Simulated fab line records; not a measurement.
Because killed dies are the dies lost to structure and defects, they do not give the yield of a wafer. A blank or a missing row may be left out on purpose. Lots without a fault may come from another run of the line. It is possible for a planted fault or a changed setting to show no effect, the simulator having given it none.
Matching of chambers / flow sky130 / 4 sister chambers for SKY_CONTACT_ETCH_18 on rie_diel-01
The step etches Si3N4 in CHF3/O2, stops on TiN, time 39 s, target depth 75 nm. 8 wafers are shown with their chamber, then 8 later ones without.

## EACH WAFER AND ITS CHAMBER
wafer=L637.3; chamber=1; rf_fwd_power_W (W)=591.9; O2_flow_sccm (sccm)=4.981
wafer=L637.5; chamber=0; rf_fwd_power_W (W)=595.4; O2_flow_sccm (sccm)=4.974
wafer=L640.1; chamber=0; rf_fwd_power_W (W)=590.8; O2_flow_sccm (sccm)=4.998
wafer=L640.2; chamber=3; rf_fwd_power_W (W)=589.8; O2_flow_sccm (sccm)=4.998
wafer=L645.2; chamber=1; rf_fwd_power_W (W)=593.1; O2_flow_sccm (sccm)=4.985
wafer=L645.5; chamber=3; rf_fwd_power_W (W)=591.0; O2_flow_sccm (sccm)=5.012
wafer=L645.6; chamber=2; rf_fwd_power_W (W)=595.1; O2_flow_sccm (sccm)=5.015
wafer=L651.2; chamber=2; rf_fwd_power_W (W)=592.8; O2_flow_sccm (sccm)=4.986

## WAFERS WITHOUT THEIR CHAMBER
wafer=L651.4; rf_fwd_power_W (W)=596.5; O2_flow_sccm (sccm)=5.020
wafer=L651.6; rf_fwd_power_W (W)=589.7; O2_flow_sccm (sccm)=5.009
wafer=L654.1; rf_fwd_power_W (W)=591.5; O2_flow_sccm (sccm)=4.994
wafer=L654.3; rf_fwd_power_W (W)=591.4; O2_flow_sccm (sccm)=5.003
wafer=L654.5; rf_fwd_power_W (W)=595.0; O2_flow_sccm (sccm)=4.986
wafer=L655.1; rf_fwd_power_W (W)=596.0; O2_flow_sccm (sccm)=4.987
wafer=L655.2; rf_fwd_power_W (W)=592.4; O2_flow_sccm (sccm)=5.017
wafer=L655.6; rf_fwd_power_W (W)=593.7; O2_flow_sccm (sccm)=5.038

## THE CHAMBER EACH PASSED THROUGH
wafer=L651.4; from the rows above=can't be placed: 2 or 0 or 1 or 3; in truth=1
wafer=L651.6; from the rows above=can't be placed: 3 or 2 or 1 or 0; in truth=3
wafer=L654.1; from the rows above=can't be placed: 1 or 3 or 0 or 2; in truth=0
wafer=L654.3; from the rows above=can't be placed: 3 or 2 or 0 or 1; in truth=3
wafer=L654.5; from the rows above=can't be placed: 0 or 2 or 1 or 3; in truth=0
wafer=L655.1; from the rows above=can't be placed: 2 or 0 or 1 or 3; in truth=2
wafer=L655.2; from the rows above=can't be placed: 3 or 2 or 0 or 1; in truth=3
wafer=L655.6; from the rows above=can't be placed: 2 or 3 or 0 or 1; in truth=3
Correctly placed: 0 of 8. Cannot be placed on the basis of these rows: 8; the candidates contain the true chamber in 8. 0 placed wrongly.
How it was worked out, from the rows above alone: a wafer's distance from a chamber is the root of the sum, over the readings, of the square of ((its reading less the chamber's mean) divided by the reading's scatter). If the next closest chamber is less than 2 further off than the closest, the wafer can't be placed; otherwise it belongs to the closest. For every chamber, the mean is computed from those of its wafers that are shown. The scatter: take each reading less its chamber's mean, square it, sum over the shown wafers, divide by the number of wafers less the number of chambers, and take the root.
